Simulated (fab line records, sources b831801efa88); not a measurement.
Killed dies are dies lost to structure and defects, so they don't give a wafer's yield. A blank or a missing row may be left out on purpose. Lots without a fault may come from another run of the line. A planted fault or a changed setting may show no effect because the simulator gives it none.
fab line records | flow sky130
record lots=5 wafers=15 last_day=50
route steps=708 shown CONTACT@422 METAL1@434 PAD_OPEN@708
lots that met no fault: from a run of the same line without faults
start_h: hours from the record's first day to the start of the lot's first wafer shown | wait_h: hours since the lot's step before | " the same as in the row above | L1.1+2: a row that stands for several wafers | - no value, or no start given | * or withheld: withheld | < > ~ a bound
route shown NAME@n: a module of which the file shows steps, and the number in the route of the first | usual: mean/standard deviation of fault-free wafers | same: alike in all rows | chamber/n: place in a boat | sites: the reading at each site | _std_site: their standard deviation | _edge_site: outer sites' mean less inner sites' | radius_mm: how far each site lies from the wafer's centre | mask NAME#n: copy n | behind: the tool/chamber that last shaped the wafer | hold: why the lot was held/for how many hours/how that ended | device: the transistor (n, p or np) that didn't switch | end of line: the same wafers' tests at the end of the route | a step without rows: its recipe alone | killed: dies lost to structure and defects at the first sort, not the wafer's yield | map: a wafer's dies, x killed, . not, _ none there
set.NAME: the setting as run; set.NAME@STEP: as run at that earlier step | model.NAME: the simulator's own value behind a step, which no gauge read
lots at some steps of the route; a table a step, a row a wafer
services: from which hour (start_h, from the record's first day; less than 0 if before it) a tool's chamber was out of use, for how many hours, and why
## steps
# step SKY_CONTACT_ETCH_16
# recipe chemistry=N2/H2 target=BARC ion_energy_ev=200 source_w=500 bias_w=100 pressure_mtorr=30 n2_flow_sccm=100 h2_flow_sccm=200 stop_on=SiO2 time_s=45.9 target_depth_a=600
# usual drypump_motor_current_A=6.0/0.36 oes_product_au=0.856/0.0048 throttle_valve_pct=13.225/0.0087
# columns lot.wafer tool chamber start_h wait_h drypump_motor_current_A oes_product_au rf_hours_counter_h throttle_valve_pct
L678.1 rie_diel-04 0 766.97 0.0 6.2 0.860 4 13.228
L678.3 " 1 " " 6.0 0.856 7 13.231
L678.6 " 0 " " 6.2 0.859 - 13.215
L679.1 rie_diel-04 0 770.87 0.0 6.2 0.859 4 13.228
L679.4 " 2 " " 6.1 0.855 20 13.210
L679.6 " 0 " " 6.2 0.855 - 13.232
L681.4 rie_diel-04 2 782.76 0.0 6.2 0.871 21 13.234
L681.5 " 3 " " 5.4 0.856 - 13.221
L681.6 " 0 " " 6.2 0.851 - 13.235
L693.3 rie_diel-03 1 857.37 0.0 6.3 0.863 18 13.230
L693.4 " 0 " " 6.5 0.850 23 13.207
L693.5 " 2 " " 5.5 0.856 - 13.231
L699.1 rie_diel-03 2 910.84 0.0 5.5 0.857 12 13.230
L699.3 " 3 " " 6.2 0.851 9 13.221
L699.5 " 2 " " 5.5 0.847 - 13.224
# step SKY_CONTACT_ETCH_17
# recipe target=SiO2 chemistry=C4F8/O2/Ar stop_on=Si3N4 mask_material=KrF-thick source_w=1554 bias_w=1200 pressure_mtorr=40 c4f8_flow_sccm=withheld O2_flow_sccm=6 Ar_flow_sccm=300 time_s=withheld target_depth_a=3400
# usual oes_product_au=0.892/0.0047
# columns lot.wafer tool chamber start_h wait_h oes_product_au
L678.1 rie_diel-04 0 767.01 0.0 0.883
L678.3 " 1 " " 0.900
L678.6 " 0 " " 0.895
L679.1 rie_diel-04 0 770.91 0.0 0.892
L679.4 " 2 " " 0.887
L679.6 " 0 " " 0.891
L681.4 rie_diel-04 2 782.80 0.0 0.901
L681.5 " 3 " " 0.883
L681.6 " 0 " " 0.894
L693.3 rie_diel-03 1 857.41 0.0 0.895
L693.4 " 0 " " 0.893
L693.5 " 2 " " 0.897
L699.1 rie_diel-03 2 910.88 0.0 0.891
L699.3 " 3 " " 0.890
L699.5 " 2 " " 0.889
# step SKY_CONTACT_ETCH_18
# recipe target=Si3N4 chemistry=CHF3/O2 stop_on=TiN source_w=600 bias_w=200 pressure_mtorr=40 chf3_flow_sccm=50 O2_flow_sccm=5 time_s=39 target_depth_a=750
# usual drypump_motor_current_A=6.0/0.36 oes_product_au=0.848/0.007 throttle_valve_pct=8.791/0.0084
# columns lot.wafer tool chamber start_h wait_h drypump_motor_current_A oes_product_au rf_hours_counter_h throttle_valve_pct
L678.1 rie_diel-04 0 - - 6.2 0.853 4 8.798
L678.3 " 1 " " 6.0 0.841 7 8.784
L678.6 " 0 " " 6.2 0.856 - 8.798
L679.1 rie_diel-04 0 - - 6.2 0.836 4 8.792
L679.4 " 2 " " 6.1 0.850 20 8.808
L679.6 " 0 " " 6.2 0.847 - 8.800
L681.4 rie_diel-04 2 - - 6.1 0.853 21 8.785
L681.5 " 3 " " 5.4 0.845 - 8.794
L681.6 " 0 " " 6.2 0.849 - 8.787
L693.3 rie_diel-03 1 - - 6.3 0.850 18 8.813
L693.4 " 0 " " 6.5 0.850 23 8.796
L693.5 " 2 " " 5.5 0.859 - 8.790
L699.1 rie_diel-03 2 - - 5.5 0.840 12 8.786
L699.3 " 3 " " 6.1 0.834 9 8.808
L699.5 " 2 " " 5.5 0.853 - 8.807
# step SKY_CONTACT_STRIP_19
# recipe chemistry=O2/N2 power_w=1400 pressure_mtorr=1500 platen_temp_c=withheld o2_flow_sccm=3000 n2_flow_sccm=300 overash_fraction=0.5
# usual drypump_motor_current_A=5.8/0.39 oes_product_au=0.381/0.005 strip_time_to_endpoint_s=3.62/0.03
# columns lot.wafer tool chamber start_h wait_h drypump_motor_current_A oes_product_au rf_hours_counter_h strip_time_to_endpoint_s
L678.1 plasma_asher-04 0 767.10 - 5.9 0.377 66 3.61
L678.3 " 0 " " 5.9 0.377 - 3.60
L678.6 " 1 " " 6.4 0.385 - 3.63
L679.1 plasma_asher-04 1 771.00 - 6.3 0.371 67 3.63
L679.4 " 1 " " 6.3 0.388 - 3.64
L679.6 " 1 " " 6.4 0.378 - 3.62
L681.4 plasma_asher-03 0 782.92 - 5.6 0.382 - 3.67
L681.5 " 0 " " 5.6 0.380 - 3.58
L681.6 " 1 " " 5.7 0.387 - 3.65
L693.3 plasma_asher-04 0 857.54 - 5.9 0.382 - 3.60
L693.4 " 1 " " 6.4 0.379 - 3.60
L693.5 " 1 " " 6.4 0.381 - 3.63
L699.1 plasma_asher-04 0 910.97 - 5.9 0.376 81 3.64
L699.3 " 1 " " 6.3 0.392 - 3.64
L699.5 " 1 " " 6.3 0.377 - 3.64
# step SKY_CONTACT_STRIP_20
# recipe chemistry=post_etch_residue_remover time_s=1200 temp_c=72.5
# step SKY_CONTACT_CLEAN_21
# recipe chemistry=IPA time_s=180 temp_c=25
# step SKY_CONTACT_CLEAN_22
# recipe chemistry=O3/DIW dry=n2_spin
# step SKY_CONTACT_SPUTTER_23
# recipe material=TiN target_thk_nm=20 chamber_pressure_pa=5 power_w=4000 time_s=80
# step SKY_CONTACT_CVD_24
# recipe material=W target_thk_nm=340 time_s=102.12 temp_c=400 pressure_torr=40
# usual heater_power_w=836/45
# columns lot.wafer tool chamber start_h wait_h heater_power_w
L678.1 cvd_w-02 0 767.79 0.0 865
L678.3 " 0 " " 859
L678.6 " 0 " " 861
L679.1 cvd_w-02 0 771.70 0.0 890
L679.4 " 0 " " 871
L679.6 " 1 " " 835
L681.4 cvd_w-01 1 783.62 0.1 795
L681.5 " 0 " " 879
L681.6 " 1 " " 778
L693.3 cvd_w-01 1 858.19 0.1 804
L693.4 " 0 " " 866
L693.5 " 1 " " 784
L699.1 cvd_w-01 1 911.63 0.0 823
L699.3 " 0 " " 859
L699.5 " 1 " " 769
# step SKY_CONTACT_RS_MEAS_25
# recipe thk_meas_gauge=four-point-probe reads=W_of_CONTACT_CVD_24+TiN_of_CONTACT_SPUTTER_23
# usual CONTACT_W_RS=0.339/0.0055
# columns lot.wafer tool chamber start_h wait_h CONTACT_W_RS[ohm/sq]
L678.1 film_metro-04 - 767.90 0.1 0.339
L678.3 " - " " 0.338
L678.6 " - " " 0.341
L679.1 film_metro-03 - 771.81 0.1 0.339
L679.4 " - " " 0.337
L679.6 " - " " 0.326
L681.4 film_metro-02 - 783.75 0.1 0.334
L681.5 " - " " 0.336
L681.6 " - " " 0.337
L693.3 film_metro-02 - 858.31 0.1 0.338
L693.4 " - " " 0.343
L693.5 " - " " 0.340
L699.1 film_metro-04 - 911.74 0.1 0.345
L699.3 " - " " 0.346
L699.5 " - " " 0.342
# step SKY_CONTACT_THK_MEAS_26
# recipe thk_meas_gauge=xrf reads=W_of_CONTACT_CVD_24
# usual CONTACT_W_THK=346/6.3
# columns lot.wafer tool chamber start_h wait_h CONTACT_W_THK[nm]
L678.1 film_metro-04 - 768.02 0.1 348
L678.3 " - " " 348
L678.6 " - " " 343
L679.1 film_metro-03 - 771.93 0.1 348
L679.4 " - " " 350
L679.6 " - " " 363
L681.4 film_metro-02 - 783.84 0.1 349
L681.5 " - " " 348
L681.6 " - " " 347
L693.3 film_metro-02 - 858.41 0.1 343
L693.4 " - " " 339
L693.5 " - " " 341
L699.1 film_metro-04 - 911.86 0.1 336
L699.3 " - " " 335
L699.5 " - " " 343
# step SKY_CONTACT_CMP_27
# recipe stop_on=SiO2 t_overpolish_s=15 down_force_psi=3.5 platen_rpm=60 target_thk_nm=0 pad_velocity_m_s=0.94248
# step SKY_METAL1_SPUTTER_00
# recipe material=Ti target_thk_nm=15 power_w=3000 time_s=10 chamber_pressure_pa=0.4
# usual cathode_dc_power_W=3000.0/0.51 throttle_valve_pct=30.1/0.81
# columns lot.wafer tool chamber start_h wait_h cathode_dc_power_W throttle_valve_pct model.Ti_of_METAL1_SPUTTER_00.thk_nm
L678.1 pvd_sputter-02 - 768.39 0.2 2999.3 28.9 15.1
L678.3 " - " " 2999.6 30.0 14.97
L678.6 " - " " 3000.2 30.1 14.97
L679.1 pvd_sputter-02 - 772.29 0.2 2999.9 29.9 14.85
L679.4 " - " " 3000.3 31.7 15.03
L679.6 " - " " 2999.1 30.3 14.99
L681.4 pvd_sputter-04 - 784.17 0.1 3000.6 29.9 14.66
L681.5 " - " " 2999.9 30.1 14.62
L681.6 " - " " 2999.7 30.6 14.65
L693.3 pvd_sputter-04 - 858.99 0.2 2455.0 30.1 12.12
L693.4 " - " " 3001.4 30.6 14.99
L693.5 " - " " 3000.2 30.7 14.97
L699.1 pvd_sputter-01 - 912.22 0.2 3000.2 30.5 14.88
L699.3 " - " " 3000.4 28.6 14.68
L699.5 " - " " 2999.5 30.5 15.1
# step SKY_METAL1_SPUTTER_01
# recipe material=TiN target_thk_nm=20 power_w=6500 time_s=16.7 chamber_pressure_pa=0.4
# step SKY_PAD_OPEN_PROBE_99
# usual defect_limited_yield=82.1/1.9 killed_at_M0_to_M3=44/6.6 killed_at_M4_up=3.0/1.9 killed_at_contacts=24/5.1 killed_at_front_end=16/4.6 killed_at_other=0.3/0.59 killed_dies=88/9.5 killed_open=48/6.7 killed_short=40/6.1 sort_bin_3_pad_short=0.9/0.43 sort_bin_5_function=10.7/1.6 sort_bin_6_memory=6.3/1.1 sort_n_pass=404/9.5 sort_yield_pct=82.1/1.9
# same gross_dies=492 killed_at_back_side=0 sort_bin_4_leakage[%]=0 sort_bin_8_speed[%]=0
# columns lot.wafer tool chamber start_h wait_h defect_limited_yield[%] killed_at_M0_to_M3 killed_at_M4_up killed_at_contacts killed_at_front_end killed_at_other killed_dies killed_open killed_short sort_bin_3_pad_short[%] sort_bin_5_function[%] sort_bin_6_memory[%] sort_n_pass sort_yield_pct[%]
L678.1 prober-01 - 1099.56 0.1 82.7 42 2 23 18 0 85 51 34 0.4 9.3 7.5 407 82.7
L678.3 prober-01 - 1099.66 0.2 81.9 41 8 25 14 1 89 48 40 1.4 10.8 5.9 403 81.9
L678.6 prober-01 - 1099.81 0.2 82.3 51 2 26 8 0 87 47 40 0.4 11.0 6.3 405 82.3
L679.1 prober-01 - 1108.41 0.1 80.9 51 3 26 13 1 94 44 48 1.0 10.8 7.3 398 80.9
L679.4 prober-01 - 1108.56 0.2 81.9 41 3 21 23 1 89 43 45 1.0 10.2 6.9 403 81.9
L679.6 prober-01 - 1108.66 0.2 81.9 51 1 27 9 1 89 51 38 1.0 9.8 7.3 403 81.9
L681.4 prober-01 - 1115.88 0.2 82.1 45 3 28 12 0 88 52 36 1.2 10.6 6.1 404 82.1
L681.5 prober-01 - 1115.93 0.2 80.5 54 5 24 12 1 96 49 47 0.8 12.0 6.7 396 80.5
L681.6 prober-01 - 1115.98 0.2 79.3 55 4 28 15 0 102 45 57 1.0 12.4 7.3 390 79.3
L693.3 prober-01 - 1171.32 0.2 77.6 52 1 34 22 1 110 65 45 1.4 14.0 6.9 382 77.6
L693.4 prober-01 - 1171.37 0.2 78.9 53 2 34 14 1 104 59 44 1.2 13.2 6.7 388 78.9
L693.5 prober-01 - 1171.42 0.2 78.5 47 8 34 17 0 106 58 48 1.4 13.8 6.3 386 78.5
L699.1 prober-02 - 1205.80 0.1 86.0 26 5 25 13 0 69 38 31 0.4 9.8 3.9 423 86.0
L699.3 prober-02 - 1205.90 0.2 84.6 34 0 23 19 0 76 40 36 0.4 11.0 4.1 416 84.6
L699.5 prober-02 - 1206.00 0.2 80.5 47 5 26 17 1 96 56 40 1.4 11.8 6.3 396 80.5
# killed by level:class
L678.1 VIA1:geometric_particle:open=14 CONTACT:geometric_particle:open=8 CONTACT:geometric_particle:short=7 METAL2:geometric_particle:short=7 POLY_GATE:geometric_particle:open=6 VIA3:geometric_particle:open=5 VIA2:geometric_particle:open=5 FIELD_ISO:geometric_particle:open=4
L678.3 VIA1:geometric_particle:open=12 CONTACT:geometric_particle:open=8 VIA2:geometric_particle:short=5 LI_CONTACT:geometric_particle:open=5 LOCAL_INTERCONNECT:geometric_particle:short=5 VIA2:geometric_particle:open=5 LI_CONTACT:geometric_particle:short=4 METAL4:geometric_particle:short=4
L678.6 CONTACT:geometric_particle:open=9 VIA1:geometric_particle:open=8 VIA3:geometric_particle:open=8 VIA2:geometric_particle:open=7 LI_CONTACT:geometric_particle:open=6 CONTACT:geometric_particle:short=6 METAL2:geometric_particle:short=5 VIA2:geometric_particle:short=5
L679.1 VIA1:geometric_particle:open=13 METAL1:geometric_particle:short=9 VIA3:geometric_particle:open=9 LI_CONTACT:geometric_particle:open=8 METAL2:geometric_particle:short=7 CONTACT:geometric_particle:open=6 LI_CONTACT:geometric_particle:short=5 CONTACT:geometric_particle:short=5
L679.4 POLY_GATE:geometric_particle:short=9 VIA1:geometric_particle:open=7 METAL2:geometric_particle:short=6 POLY_GATE:geometric_particle:open=6 VIA3:geometric_particle:open=6 CONTACT:geometric_particle:short=6 CONTACT:geometric_particle:open=6 METAL1:geometric_particle:short=6
L679.6 VIA2:geometric_particle:open=10 CONTACT:geometric_particle:open=9 LI_CONTACT:geometric_particle:open=8 VIA1:geometric_particle:open=7 CONTACT:geometric_particle:short=6 METAL2:geometric_particle:short=6 METAL1:geometric_particle:short=6 VIA1:geometric_particle:short=5
L681.4 VIA1:geometric_particle:open=11 CONTACT:geometric_particle:open=10 VIA2:geometric_particle:open=8 LI_CONTACT:geometric_particle:open=6 VIA1:geometric_particle:short=5 VIA3:geometric_particle:open=5 LOCAL_INTERCONNECT:geometric_particle:short=4 CONTACT:geometric_particle:short=4
L681.5 VIA1:geometric_particle:open=13 CONTACT:geometric_particle:short=9 VIA1:geometric_particle:short=8 VIA2:geometric_particle:open=8 CONTACT:geometric_particle:open=7 METAL1:geometric_particle:short=6 METAL3:geometric_particle:short=5 VIA3:geometric_particle:open=5
L681.6 METAL1:geometric_particle:short=11 VIA1:geometric_particle:open=11 CONTACT:geometric_particle:short=9 CONTACT:geometric_particle:open=8 FIELD_ISO:geometric_particle:short=6 LI_CONTACT:geometric_particle:open=6 VIA3:geometric_particle:open=6 METAL2:geometric_particle:short=6
L693.3 CONTACT:geometric_particle:open=16 VIA1:geometric_particle:open=13 LI_CONTACT:geometric_particle:open=9 VIA2:geometric_particle:open=9 POLY_GATE:geometric_particle:short=7 METAL1:geometric_particle:short=7 FIELD_ISO:geometric_particle:short=5 VIA3:geometric_particle:open=5
L693.4 CONTACT:geometric_particle:open=15 VIA1:geometric_particle:open=13 VIA2:geometric_particle:open=12 LI_CONTACT:geometric_particle:open=8 VIA1:geometric_particle:short=7 VIA3:geometric_particle:short=6 METAL1:geometric_particle:short=5 METAL2:geometric_particle:short=5
L693.5 LI_CONTACT:geometric_particle:open=20 VIA1:geometric_particle:open=15 POLY_GATE:geometric_particle:short=9 METAL4:geometric_particle:short=8 CONTACT:geometric_particle:open=7 METAL1:geometric_particle:short=6 VIA2:geometric_particle:open=6 VIA1:geometric_particle:short=5
L699.1 CONTACT:geometric_particle:open=8 METAL2:geometric_particle:short=8 LI_CONTACT:geometric_particle:open=7 FIELD_ISO:geometric_particle:open=6 LI_CONTACT:geometric_particle:short=4 VIA3:geometric_particle:open=4 VIA2:geometric_particle:open=4 VIA3:geometric_particle:short=3
L699.3 VIA1:geometric_particle:open=11 CONTACT:geometric_particle:open=9 FIELD_ISO:geometric_particle:short=8 VIA1:geometric_particle:short=8 CONTACT:geometric_particle:short=6 SPACER:geometric_particle:open=4 LOCAL_INTERCONNECT:geometric_particle:short=4 METAL2:geometric_particle:short=4
L699.5 VIA1:geometric_particle:open=11 LI_CONTACT:geometric_particle:open=10 METAL1:geometric_particle:short=8 VIA3:geometric_particle:open=8 CONTACT:geometric_particle:short=5 CONTACT:geometric_particle:open=5 VIA2:geometric_particle:open=5 POLY_GATE:geometric_particle:open=4
## services
# columns tool chamber start_h hours kind
cvd_w-01 0 746.74 6.6 repair
rie_diel-04 1 748.49 2.4 repair
rie_diel-03 2 752.45 5.2 repair
cvd_w-02 1 763.55 - calibration
rie_diel-03 - 767.22 2.8 pm
pvd_sputter-04 3 797.33 - consumable_replace:kit
pvd_sputter-04 3 797.33 18.0 scheduled_down
pvd_sputter-04 3 797.33 18.0 vent_cycle
pvd_sputter-04 - 797.40 4.7 repair
pvd_sputter-02 - 804.39 12.3 repair
plasma_asher-03 - 806.46 14.6 pm
rie_diel-03 - 817.82 0.2 repair
cvd_w-02 - 846.81 1.0 repair
rie_diel-03 0 850.67 3.9 repair
rie_diel-04 - 857.98 0.7 repair
rie_diel-04 0 859.34 7.8 repair
cvd_w-02 - 866.91 0.7 repair
cvd_w-02 - 871.97 3.8 pm
pvd_sputter-02 - 890.29 4.2 repair
pvd_sputter-01 - 893.72 3.4 repair
cvd_w-01 0 902.74 6.5 repair
cvd_w-02 - 904.00 14.0 pm
cvd_w-02 0 904.00 14.0 vent_cycle
cvd_w-02 1 904.00 14.0 vent_cycle
## key
first_sign step=SKY_METAL1_SPUTTER_00 reading=cathode_dc_power_W direction=down sigmas=99+ usual=3000.0 struck=2455.0
effect none on later readings
model_effect step=SKY_METAL1_SPUTTER_00 value=Ti_of_METAL1_SPUTTER_00.thk_nm without=14.85 struck=12.12
met_at SKY_METAL1_SPUTTER_00
struck_wafers L693.3
fault kind=process_parameter_drift tool=pvd_sputter-04 chamber=- onset_h=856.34 steps=SKY_METAL1_SPUTTER_00 channel=power_w offset=* shape=step end_h=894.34 acts_in=* stated=* scope=struck_wafers_only
